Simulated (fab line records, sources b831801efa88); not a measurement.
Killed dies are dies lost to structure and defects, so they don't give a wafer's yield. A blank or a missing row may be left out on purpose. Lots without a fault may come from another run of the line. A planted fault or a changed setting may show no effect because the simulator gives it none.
Chamber matching | flow gf180mcu | GF_V5_CMP_26 on cmp-02: 4 sister chambers
The step polishes, stops on SiO2, t overpolish 15 s, target thk 0 nm. 4 wafers are shown with their chamber, then 6 later ones without.

WAFERS WITH THEIR CHAMBER
wafer  | chamber | motor_current_A (A)
L141.2 | 2       | 11.9
L152.1 | 0       | 11.1
L152.2 | 3       | 9.3
L152.3 | 1       | 10.9

WAFERS WITHOUT THEIR CHAMBER
wafer  | motor_current_A (A)
L153.2 | 12.3
L153.3 | 10.6
L153.6 | 11.9
L156.1 | 10.7
L156.3 | 9.9
L156.5 | 11.8

WHICH CHAMBER EACH WENT THROUGH
wafer  | from the rows above          | in truth
L153.2 | 2                            | 2
L153.3 | can't be placed: 1 or 0      | 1
L153.6 | 2                            | 2
L156.1 | can't be placed: 1 or 0      | 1
L156.3 | can't be placed: 3 or 1 or 0 | 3
L156.5 | can't be placed: 2 or 0      | 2
Placed correctly: 2 of 6. Can't be placed from these rows: 4 (the true chamber is among the candidates in 4). Placed wrongly: 0.
How it was worked out, from the rows above alone: a wafer's distance from a chamber is the root of the sum, over the readings, of the square of ((its reading less the chamber's mean) divided by the reading's scatter). The wafer belongs to the nearest chamber; if the next one is less than 2 further off, it can't be placed. A chamber's mean is the mean of its shown wafers. The scatter: with one shown wafer a chamber, the root of the mean of the squares of how far each hidden wafer lies from its nearest shown one.
